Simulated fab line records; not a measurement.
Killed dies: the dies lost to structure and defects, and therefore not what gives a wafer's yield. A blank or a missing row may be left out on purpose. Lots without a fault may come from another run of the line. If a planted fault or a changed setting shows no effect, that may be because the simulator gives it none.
fab line records	flow sky130
[record] lots = 6	wafers = 18	last_day = 50
route steps=708 shown SONOS_ONO@184 GATE_OXIDE@187 PAD_OPEN@708
lots untouched by any fault: they come from a run of this same line in which no faults occurred
start_h: start of the lot's first displayed wafer, in hours after the record's first day	wait_h: how many hours have passed since the lot's step before this one	" same as the row above	L1.1+2: a single row standing in for several wafers	- no value present, or no start provided	* or withheld: withheld	< > ~ a bound
route shown NAME@n: names a module that has steps shown in the file, with the first one's number in the route	usual: mean/standard deviation of fault-free wafers	same: alike in all rows	chamber/n: place in a boat	sites: per-site readings	_std_site: the values' standard deviation	_edge_site: inner sites' mean taken away from outer sites' mean	radius_mm: how far each site lies from the wafer's centre	mask NAME#n: copy n	behind: the tool/chamber that last shaped the wafer	hold: the reason the lot was held/the length of the hold in hours/how it ended	device: the transistor (n, p or np) that didn't switch	end of line: tests run on the same wafers once the route is complete	step lacking rows: just its recipe	killed: the dies lost at the first sort to structure and to defects; this is not the yield of the wafer	map: shows each die of a wafer: x if killed, . if not, _ if none is there
set.NAME: the setting the step ran with; set.NAME@STEP: the setting that earlier step ran with	model.NAME: the simulator's own value behind a step, which no gauge read
lots at selected steps of the route; one table per step, one row per wafer
services: from which hour (start_h, from the record's first day; less than 0 if before it) a tool's chamber was out of use, for how many hours, and why
[[steps]]
[step SKY_SONOS_ONO_WET_ETCH_16]
[recipe] chemistry = dHF	target_depth_nm = 14	dry = n2_spin	target = SiO2	dilution = 100:1	temp_c = 25	time_s = 280
[step SKY_SONOS_ONO_STRIP_17]
[recipe] chemistry = O2/N2	power_w = 1400	pressure_mtorr = 1500	platen_temp_c = withheld	o2_flow_sccm = 3000	n2_flow_sccm = 300	overash_fraction = 0.5
[usual] drypump_motor_current_A = 5.7/0.51	oes_product_au = 0.710/0.0049	strip_time_to_endpoint_s = 14.07/0.037
lot.wafer	tool	chamber	start_h	wait_h	drypump_motor_current_A	oes_product_au	rf_hours_counter_h	strip_time_to_endpoint_s
L540.1	plasma_asher-02	1	345.30	0.0	6.1	0.714	22	14.07
L540.3	"	1	"	"	6.1	0.704	-	14.06
L540.4	"	0	"	"	5.0	0.708	-	14.06
L542.1	plasma_asher-01	1	363.96	0.0	5.7	0.714	66	14.09
L542.3	"	1	"	"	5.7	0.706	-	14.09
L542.4	"	0	"	"	6.3	0.705	-	14.11
L543.1	plasma_asher-02	0	371.72	0.0	5.0	0.706	25	14.03
L543.2	"	1	"	"	6.1	0.715	25	13.97
L543.3	"	0	"	"	5.0	0.711	-	14.04
L544.1	plasma_asher-02	0	373.84	0.0	5.0	0.709	25	14.05
L544.2	"	1	"	"	6.1	0.710	25	14.08
L544.6	"	1	"	"	6.1	0.713	-	14.09
L553.3	plasma_asher-01	0	454.01	0.0	6.3	0.703	-	14.11
L553.4	"	1	"	"	5.6	0.706	-	14.08
L553.5	"	1	"	"	5.7	0.714	-	14.06
L554.2	plasma_asher-01	1	463.40	0.0	5.6	0.706	3	14.03
L554.3	"	1	"	"	5.7	0.709	-	14.07
L554.5	"	0	"	"	6.3	0.703	-	14.03
[step SKY_SONOS_ONO_WET_ETCH_18]
[recipe] chemistry = H3PO4	target_depth_nm = 15	target = Si3N4	temp_c = 160	time_s = 172
[step SKY_GATE_OXIDE_CLEAN_00]
[recipe] chemistry = SC1/SC2	mix = 1:4:20	temp_c = 70	time_s = 150	dry = n2_spin
[step SKY_GATE_OXIDE_OXIDATION_01]
[recipe] temp_c = 900	ambient = O2	stabilise_s = 600	purge_s = 300	target_thk_a = 102.68	ox_time_s = 1473
[step SKY_GATE_OXIDE_THK_MEAS_02]
[recipe] reads = SiO2_of_GATE_OXIDE_OXIDATION_01
[usual] GATE_OXIDE_OXIDATION_00_THK = 10.27/0.21
lot.wafer	tool	chamber	start_h	wait_h	GATE_OXIDE_OXIDATION_00_THK[nm]
L540.1	film_metro-01	-	347.83	0.0	10.77
L540.3	"	-	"	"	10.50
L540.4	"	-	"	"	10.59
L542.1	film_metro-02	-	365.58	0.0	10.40
L542.3	"	-	"	"	10.41
L542.4	"	-	"	"	10.40
L543.1	film_metro-02	-	374.10	0.0	10.56
L543.2	"	-	"	"	10.71
L543.3	"	-	"	"	10.66
L544.1	film_metro-01	-	377.78	0.0	10.17
L544.2	"	-	"	"	10.26
L544.6	"	-	"	"	10.08
L553.3	film_metro-02	-	455.91	0.0	10.03
L553.4	"	-	"	"	10.14
L553.5	"	-	"	"	10.23
L554.2	film_metro-04	-	465.18	0.0	10.27
L554.3	"	-	"	"	10.31
L554.5	"	-	"	"	10.36
[step SKY_GATE_OXIDE_DEHYDRATE_03]
[recipe] temp_c = 200	time_s = 60
[step SKY_GATE_OXIDE_HMDS_04]
[recipe] prime_time_s = 60	prime_temp_c = 120
[step SKY_GATE_OXIDE_COAT_05]
[recipe] resist = NOVOLAK	spin_rpm = 3000	resist_thk_nm = 1140
[step SKY_GATE_OXIDE_SOFTBAKE_06]
[recipe] temp_c = 90	time_s = 60	resist = NOVOLAK
[step SKY_GATE_OXIDE_EXPOSE_07]
[recipe] mask_id = LVOM	na = 0.6	source_shape = conventional	sigma_outer = 0.6	polarization = unpolarized	target_cd_nm = 600	dose_mj = 170
[step SKY_GATE_OXIDE_PEB_08]
[recipe] temp_c = withheld	time_s = *	resist = NOVOLAK
[step SKY_GATE_OXIDE_DEVELOP_09]
[recipe] resist = NOVOLAK	developer = TMAH	develop_time_s = 60	dev_temp_c = 23
lot.wafer	tool	chamber	start_h	wait_h
L540.1+3+4	litho_track-01	0	375.78	0.1
L542.1+3+4	litho_track-03	0	394.43	0.1
L543.1+2+3	litho_track-04	0	403.79	0.1
L544.1+2+6	litho_track-04	0	406.94	0.1
L553.3+4+5	litho_track-04	0	486.19	0.1
L554.2+3+5	litho_track-04	0	495.51	0.1
[step SKY_GATE_OXIDE_OVL_MEAS_10]
[usual] GATE_OXIDE_OVL = -0.2/1.4
lot.wafer	tool	chamber	start_h	wait_h	GATE_OXIDE_OVL[nm]
L540.1	overlay-02	-	375.93	0.1	-0.3
L540.3	"	-	"	"	1.2
L540.4	"	-	"	"	0.7
L542.1	overlay-01	-	394.58	0.1	2.2
L542.3	"	-	"	"	0.9
L542.4	"	-	"	"	1.6
L543.1	overlay-01	-	403.94	0.1	2.8
L543.2	"	-	"	"	1.6
L543.3	"	-	"	"	0.0
L544.1	overlay-01	-	407.09	0.1	-0.6
L544.2	"	-	"	"	-2.6
L544.6	"	-	"	"	-1.1
L553.3	overlay-01	-	486.30	0.1	-
L553.4	"	-	"	"	-
L553.5	"	-	"	"	-
L554.2	overlay-01	-	495.65	0.1	-
L554.3	"	-	"	"	-
L554.5	"	-	"	"	-
[step SKY_GATE_OXIDE_IMPLANT_11]
[recipe] species = B	energy_kev = 10	dose_cm2 = 2.6e+12	tilt_deg = withheld
[step SKY_GATE_OXIDE_WET_ETCH_12]
[recipe] chemistry = dHF	target_depth_nm = 16.8	dry = n2_spin	target = SiO2	dilution = 100:1	temp_c = 25	time_s = 336
[step SKY_GATE_OXIDE_STRIP_13]
[recipe] chemistry = O2/N2	power_w = 1400	pressure_mtorr = 1500	platen_temp_c = withheld	o2_flow_sccm = 3000	n2_flow_sccm = 300	overash_fraction = 0.5
[usual] drypump_motor_current_A = 5.4/0.44	oes_product_au = 0.716/0.0048	strip_time_to_endpoint_s = 14.15/0.037
lot.wafer	tool	chamber	start_h	wait_h	drypump_motor_current_A	oes_product_au	rf_hours_counter_h	strip_time_to_endpoint_s
L540.1	plasma_asher-02	0	376.23	0.0	5.0	0.711	25	14.18
L540.3	"	1	"	"	6.1	0.722	-	14.17
L540.4	"	0	"	"	5.0	0.716	-	14.16
L542.1	plasma_asher-03	0	394.87	0.0	5.2	0.712	69	14.12
L542.3	"	1	"	"	6.1	0.710	-	14.12
L542.4	"	0	"	"	5.2	0.706	-	14.13
L543.1	plasma_asher-03	1	404.23	0.0	6.1	0.708	69	14.13
L543.2	"	0	"	"	5.2	0.715	69	14.13
L543.3	"	1	"	"	6.0	0.707	-	14.10
L544.1	plasma_asher-04	1	407.38	0.0	5.2	0.720	60	14.17
L544.2	"	0	"	"	5.0	0.714	60	14.15
L544.6	"	1	"	"	5.2	0.716	-	14.14
L553.3	plasma_asher-02	1	486.61	0.0	6.1	0.717	-	14.13
L553.4	"	0	"	"	5.0	0.710	-	14.14
L553.5	"	0	"	"	5.0	0.713	-	14.09
L554.2	plasma_asher-03	0	495.93	0.0	5.2	0.714	78	14.14
L554.3	"	0	"	"	5.2	0.714	-	14.14
L554.5	"	1	"	"	6.0	0.728	-	14.10
[step SKY_GATE_OXIDE_TW_MEAS_14]
[usual] GATE_OXIDE_TW = 227.7/1.4
lot.wafer	tool	chamber	start_h	wait_h	GATE_OXIDE_TW
L540.1	film_metro-01	-	376.33	0.1	228.7
L540.3	"	-	"	"	228.9
L540.4	"	-	"	"	228.3
L542.1	film_metro-01	-	394.97	0.1	228.9
L542.3	"	-	"	"	229.7
L542.4	"	-	"	"	227.7
L543.1	film_metro-04	-	404.33	0.1	227.1
L543.2	"	-	"	"	227.6
L543.3	"	-	"	"	226.7
L544.1	film_metro-04	-	407.48	0.1	226.9
L544.2	"	-	"	"	225.7
L544.6	"	-	"	"	228.0
L553.3	film_metro-01	-	486.70	0.1	30.7
L553.4	"	-	"	"	30.7
L553.5	"	-	"	"	30.8
L554.2	film_metro-02	-	496.04	0.1	30.0
L554.3	"	-	"	"	29.9
L554.5	"	-	"	"	29.8
[step SKY_GATE_OXIDE_CLEAN_15]
[recipe] chemistry = SC1/SC2	mix = 1:4:20	temp_c = 70	time_s = 150	dry = n2_spin
[step SKY_PAD_OPEN_PROBE_99]
[usual] killed_at_M0_to_M3 = 45/6.8	killed_at_M4_up = 3.1/2	killed_at_contacts = 23/5.2	killed_at_front_end = 14/3.7	killed_at_other = 0.3/0.61	killed_dies = 86/9	killed_on_rim = 17/3.9	killed_open = 46/6.9	killed_short = 39/6.4
[same] gross_dies = 492	killed_at_back_side = 0
lot.wafer	tool	chamber	start_h	wait_h	killed_at_M0_to_M3	killed_at_M4_up	killed_at_contacts	killed_at_front_end	killed_at_other	killed_dies	killed_on_rim	killed_open	killed_short
L540.1	prober-01	-	1120.81	0.1	44	1	18	13	0	76	18	51	25
L540.3	prober-01	-	1120.91	0.2	40	1	23	17	0	81	15	38	43
L540.4	prober-01	-	1120.96	0.2	42	1	26	15	2	86	22	44	42
L543.1	prober-02	-	1139.16	0.1	48	2	23	14	1	88	19	43	45
L543.2	prober-02	-	1139.21	0.1	43	3	22	12	0	80	15	42	37
L543.3	prober-02	-	1139.26	0.2	37	1	31	14	0	83	20	55	28
L544.1	prober-01	-	1141.25	0.1	36	4	24	17	0	81	12	37	43
L544.2	prober-01	-	1141.30	0.1	42	4	21	11	1	79	16	41	38
L544.6	prober-01	-	1141.50	0.2	45	3	23	12	1	84	17	34	50
L554.2	prober-02	-	1199.11	0.1	42	5	17	428	0	492	96	44	36
L554.3	prober-02	-	1199.16	0.2	49	4	21	416	2	492	96	54	40
L554.5	prober-02	-	1199.26	0.2	46	6	23	416	1	492	96	48	43
L553.3	prober-01	-	1199.77	0.2	43	4	21	423	1	492	96	36	46
L553.4	prober-01	-	1199.82	0.2	44	2	22	424	0	492	96	44	40
L553.5	prober-01	-	1199.87	0.2	38	5	14	435	0	492	96	36	30
// killed by level:class
L540.1 VIA1:geometric_particle:open=13 VIA2:geometric_particle:open=9 CONTACT:geometric_particle:open=6 VIA3:geometric_particle:open=5 FIELD_ISO:geometric_particle:open=4 LI_CONTACT:geometric_particle:open=4 VIA2:geometric_particle:short=4 FIELD_ISO:geometric_particle:short=3
L540.3 VIA1:geometric_particle:open=7 POLY_GATE:geometric_particle:short=6 LI_CONTACT:geometric_particle:open=6 CONTACT:geometric_particle:open=6 METAL1:geometric_particle:short=6 METAL2:geometric_particle:short=6 VIA2:geometric_particle:open=6 FIELD_ISO:geometric_particle:short=4
L540.4 CONTACT:geometric_particle:open=13 VIA1:geometric_particle:open=7 FIELD_ISO:geometric_particle:short=6 VIA2:geometric_particle:open=6 VIA1:geometric_particle:short=6 VIA3:geometric_particle:open=6 LOCAL_INTERCONNECT:geometric_particle:short=5 METAL2:geometric_particle:short=5
L543.1 VIA2:geometric_particle:open=11 CONTACT:geometric_particle:open=9 LI_CONTACT:geometric_particle:open=7 METAL1:geometric_particle:short=7 VIA1:geometric_particle:open=7 METAL2:geometric_particle:short=7 POLY_GATE:geometric_particle:short=5 FIELD_ISO:geometric_particle:short=4
L543.2 VIA1:geometric_particle:open=13 VIA3:geometric_particle:open=9 CONTACT:geometric_particle:open=7 METAL2:geometric_particle:short=6 LI_CONTACT:geometric_particle:open=5 POLY_GATE:geometric_particle:short=4 VIA1:geometric_particle:short=4 VIA3:geometric_particle:short=4
L543.3 CONTACT:geometric_particle:open=12 LI_CONTACT:geometric_particle:open=11 VIA1:geometric_particle:open=9 VIA2:geometric_particle:open=8 METAL1:geometric_particle:short=6 POLY_GATE:geometric_particle:open=5 POLY_GATE:geometric_particle:short=5 LOCAL_INTERCONNECT:geometric_particle:short=5
L544.1 CONTACT:geometric_particle:open=9 VIA2:geometric_particle:open=8 FIELD_ISO:geometric_particle:short=6 LI_CONTACT:geometric_particle:open=6 CONTACT:geometric_particle:short=6 VIA1:geometric_particle:open=6 VIA1:geometric_particle:short=5 POLY_GATE:geometric_particle:short=5
L544.2 VIA1:geometric_particle:open=11 METAL2:geometric_particle:short=7 CONTACT:geometric_particle:open=6 VIA2:geometric_particle:open=6 FIELD_ISO:geometric_particle:short=5 LI_CONTACT:geometric_particle:open=5 VIA1:geometric_particle:short=5 LOCAL_INTERCONNECT:geometric_particle:short=4
L544.6 METAL1:geometric_particle:short=11 CONTACT:geometric_particle:short=7 LI_CONTACT:geometric_particle:open=7 VIA1:geometric_particle:open=7 VIA1:geometric_particle:short=6 METAL2:geometric_particle:short=6 LOCAL_INTERCONNECT:geometric_particle:short=5 FIELD_ISO:geometric_particle:open=4
L554.2 GATE_OXIDE:area_develop=412 VIA1:geometric_particle:open=8 METAL2:geometric_particle:short=7 CONTACT:geometric_particle:open=7 VIA3:geometric_particle:open=7 POLY_GATE:geometric_particle:open=6 LI_CONTACT:geometric_particle:open=6 VIA1:geometric_particle:short=5
L554.3 GATE_OXIDE:area_develop=398 VIA1:geometric_particle:open=12 VIA3:geometric_particle:open=9 LI_CONTACT:geometric_particle:open=8 METAL2:geometric_particle:short=7 VIA1:geometric_particle:short=6 FIELD_ISO:geometric_particle:open=5 VIA2:geometric_particle:open=5
L554.5 GATE_OXIDE:area_develop=401 VIA1:geometric_particle:open=12 LI_CONTACT:geometric_particle:open=8 VIA3:geometric_particle:open=8 CONTACT:geometric_particle:open=6 METAL2:geometric_particle:short=6 METAL1:geometric_particle:short=5 FIELD_ISO:geometric_particle:open=4
L553.3 GATE_OXIDE:area_develop=410 LI_CONTACT:geometric_particle:open=12 VIA1:geometric_particle:open=8 VIA1:geometric_particle:short=7 FIELD_ISO:geometric_particle:short=4 POLY_GATE:geometric_particle:short=4 METAL1:geometric_particle:short=4 METAL1:geometric_particle:open=4
L553.4 GATE_OXIDE:area_develop=408 VIA1:geometric_particle:open=12 VIA2:geometric_particle:open=8 VIA1:geometric_particle:short=7 LI_CONTACT:geometric_particle:open=6 CONTACT:geometric_particle:open=6 METAL1:geometric_particle:short=6 FIELD_ISO:geometric_particle:short=4
L553.5 GATE_OXIDE:area_develop=426 VIA1:geometric_particle:open=7 VIA3:geometric_particle:open=6 VIA1:geometric_particle:short=6 VIA2:geometric_particle:open=6 METAL4:geometric_particle:short=4 FIELD_ISO:geometric_particle:open=4 LI_CONTACT:geometric_particle:open=4
// map L553.3 (x killed, . not)
__________xxxxxxxxxx_________
________xxxxxxxxxxxxxx_______
______xxxxxxxxxxxxxxxxxx_____
_____xxxxxxxxxxxxxxxxxxxx____
____xxxxxxxxxxxxxxxxxxxxxx___
___xxxxxxxxxxxxxxxxxxxxxxxx__
__xxxxxxxxxxxxxxxxxxxxxxxxxx_
_xxxxxxxxxxxxxxxxxxxxxxxxxxxx
_xxxxxxxxxxxxxxxxxxxxxxxxxxxx
_xxxxxxxxxxxxxxxxxxxxxxxxxxxx
_xxxxxxxxxxxxxxxxxxxxxxxxxxxx
_xxxxxxxxxxxxxxxxxxxxxxxxxxxx
_xxxxxxxxxxxxxxxxxxxxxxxxxxxx
_xxxxxxxxxxxxxxxxxxxxxxxxxxxx
_xxxxxxxxxxxxxxxxxxxxxxxxxxxx
__xxxxxxxxxxxxxxxxxxxxxxxxxx_
___xxxxxxxxxxxxxxxxxxxxxxxx__
____xxxxxxxxxxxxxxxxxxxxxx___
_____xxxxxxxxxxxxxxxxxxxx____
______xxxxxxxxxxxxxxxxxx_____
________xxxxxxxxxxxxxx_______
__________xxxxxxxxxx_________
// map L554.2 (x killed, . not)
__________xxxxxxxxxx_________
________xxxxxxxxxxxxxx_______
______xxxxxxxxxxxxxxxxxx_____
_____xxxxxxxxxxxxxxxxxxxx____
____xxxxxxxxxxxxxxxxxxxxxx___
___xxxxxxxxxxxxxxxxxxxxxxxx__
__xxxxxxxxxxxxxxxxxxxxxxxxxx_
_xxxxxxxxxxxxxxxxxxxxxxxxxxxx
_xxxxxxxxxxxxxxxxxxxxxxxxxxxx
_xxxxxxxxxxxxxxxxxxxxxxxxxxxx
_xxxxxxxxxxxxxxxxxxxxxxxxxxxx
_xxxxxxxxxxxxxxxxxxxxxxxxxxxx
_xxxxxxxxxxxxxxxxxxxxxxxxxxxx
_xxxxxxxxxxxxxxxxxxxxxxxxxxxx
_xxxxxxxxxxxxxxxxxxxxxxxxxxxx
__xxxxxxxxxxxxxxxxxxxxxxxxxx_
___xxxxxxxxxxxxxxxxxxxxxxxx__
____xxxxxxxxxxxxxxxxxxxxxx___
_____xxxxxxxxxxxxxxxxxxxx____
______xxxxxxxxxxxxxxxxxx_____
________xxxxxxxxxxxxxx_______
__________xxxxxxxxxx_________
[[services]]
tool	chamber	start_h	hours	kind
plasma_asher-01	-	340.88	14.6	pm
plasma_asher-03	-	378.43	1.0	repair
plasma_asher-03	-	396.92	2.8	pm
plasma_asher-03	-	409.34	1.6	repair
plasma_asher-01	-	421.25	9.0	pm
plasma_asher-01	0	421.25	9.0	vent_cycle
plasma_asher-01	1	421.25	9.0	vent_cycle
plasma_asher-01	0	430.25	-	clean
plasma_asher-01	1	430.25	-	clean
litho_track-04	-	473.25	-	consumable_replace:filter
plasma_asher-03	-	485.90	5.9	repair
[[key]]
[first_sign] step = SKY_GATE_OXIDE_OVL_MEAS_10	reading = GATE_OXIDE_OVL	direction = missing
[effect] step = SKY_GATE_OXIDE_TW_MEAS_14	reading = GATE_OXIDE_TW	direction = down	sigmas = 99+	usual = 227.7	struck = 30.3
[effect] step = SKY_PAD_OPEN_PROBE_99	reading = killed_at_front_end	direction = up	sigmas = 99+	usual = 14	struck = 424
[more_kills_born_at] SKY_GATE_OXIDE_DEVELOP_09@litho_track-04 = 2455
met_at SKY_GATE_OXIDE_DEVELOP_09
struck_wafers L553.3,L553.4,L553.5,L554.2,L554.3,L554.5
later_rows_left_out L553.3,L553.4,L553.5,L554.2,L554.3,L554.5
tester_left_out L553,L554
onset_between 406.94 486.19
also_fits time
[fault] kind = process_parameter_drift	tool = litho_track-04	chamber = -	onset_h = 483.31	steps = SKY_GATE_OXIDE_DEVELOP_09	channel = develop_time_s	offset = *	shape = step	end_h = 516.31	acts_in = *	stated = *
// tester_left_out: of these lots the tester's yield and bins aren't shown, on N5 and GAA mostly nor the transistor test; their killed dies are dies lost to structure and defects alone, not to doping, threshold or leakage, so they don't give the yield
// later_rows_left_out: the simulator's readings of these wafers behind a module that went badly wrong aren't trusted and aren't shown, but for the sort
